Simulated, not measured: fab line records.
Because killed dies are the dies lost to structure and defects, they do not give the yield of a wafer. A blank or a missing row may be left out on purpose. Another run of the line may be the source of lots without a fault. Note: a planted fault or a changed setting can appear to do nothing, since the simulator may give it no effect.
Which tool did it?	flow gf180mcu	12 lots (36 wafers sampled), 1 step of a 602-step route

WHAT THE GAUGES READ, wafer by wafer
GF_MVPSD_OVL_MEAS_07. Usual: MVPSD_OVL -1.1 nm, standard deviation 1.3.
lot	measured	on	MVPSD_OVL (nm)	flag
L168	day 5 08:22	overlay-02	-1.1 -0.4 -2.4	
L170	day 5 23:07	overlay-02	-4.6 -1.1 -4.2	
L171	day 6 05:52	overlay-01	-0.6 -0.4 -2.4	
L172	day 6 11:49	overlay-01	0.3 1.3 1.4	
L175	day 7 06:01	overlay-01	-2.6 -3.0 -3.1	
L176	day 7 11:11	overlay-01	-0.7 -0.8 1.0	
L180	day 8 11:37	overlay-01	0.5 -0.1 -0.2	
L181	day 8 16:38	overlay-02	-2.4 -0.9 -0.1	
L182	day 9 02:16	overlay-02	-2.3 -1.7 0.3	
L184	day 9 11:29	overlay-02	-0.8 0.0 -1.5	
L188	day 10 13:22	overlay-02	-1.5 -1.4 -3.2	
L190	day 11 03:19	overlay-02	-1.5 -2.0 -0.7	

WHAT TOOL EACH LOT RAN ON (gives the tool, then ch and the chambers of the sampled wafers, and finally the start)
There is no process step in the record ahead of these readings.

WHAT THE TOOLS THEMSELVES READ (means of the sampled wafers that have a number; where no wafer has one, the mark that the record gives instead)
The record holds no such reading with a usual standard deviation.

THE ANSWER, worked out from the rows above alone
Rule: a lot counts as off when the mean over its wafers that have a number is more than 3 standard deviations away from the usual mean. A lot without any number at a reading at which 4 lots or more have one is off too. All remaining lots with rows at the step are treated as sound. After the gauges, taken in route order, come the tools' own readings; for these a lot's mean is taken, as printed above. At the first step where some lot is off, the reading lying furthest off is the one used; lots without a number count as furthest.
None of the lots is off at any reading shown; this tells nothing.

WHAT THE SIMULATOR HAD PUT IN
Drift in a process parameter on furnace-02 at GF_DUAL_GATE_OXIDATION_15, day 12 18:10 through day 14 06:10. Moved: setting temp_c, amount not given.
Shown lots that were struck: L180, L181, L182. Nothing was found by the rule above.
